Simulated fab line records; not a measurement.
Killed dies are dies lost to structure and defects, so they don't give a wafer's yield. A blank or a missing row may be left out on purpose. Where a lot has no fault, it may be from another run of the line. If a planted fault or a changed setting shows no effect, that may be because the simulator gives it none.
Which tool is to blame? | flow gf180mcu | 7 lots (21 wafers sampled), 1 step of a 602-step route

## WHAT EACH GAUGE READ, for each wafer
GF_LVPWELL_OVL_MEAS_07.
lot  | measured    | on         | LVPWELL_OVL (nm)
L245 | day 4 04:11 | overlay-01 | 1.3 1.5 -0.7
L247 | day 4 12:34 | overlay-02 | 1.3 1.3 2.7
L249 | day 5 04:04 | overlay-02 | -1.4 0.9 -2.3
L251 | day 5 11:22 | overlay-01 | -0.4 -1.0 -0.3
L258 | day 7 03:07 | overlay-01 | -1.3 1.5 1.5
L260 | day 7 14:58 | overlay-02 | 1.1 -0.3 0.3
L265 | day 8 19:16 | overlay-01 | 0.2 0.1 0.2

## WHAT TOOL EACH LOT RAN ON (gives the tool, then ch and the chambers of the sampled wafers, and finally the start)
The record shows no process step preceding these readings.

## THE ANSWER, worked out from the rows above alone
Rule: the lots themselves supply what counts as usual. The widest of any qualifying gaps counts: lots, ordered by their means at a reading, are off when they make up no more than a third of the lots, leave a main group of 4 or more, and stand apart from it by 3 or more times the standard deviation of that group's means. A main group whose means are all the same, to the digits that the tables above print for the reading, isn't used. Also off: a lot with no number at a reading for which 4 or more lots have one. All remaining lots with rows at the step are treated as sound.
No lot is off at any reading shown: from this, nothing can be told.

## WHAT THE SIMULATOR HAD INSERTED
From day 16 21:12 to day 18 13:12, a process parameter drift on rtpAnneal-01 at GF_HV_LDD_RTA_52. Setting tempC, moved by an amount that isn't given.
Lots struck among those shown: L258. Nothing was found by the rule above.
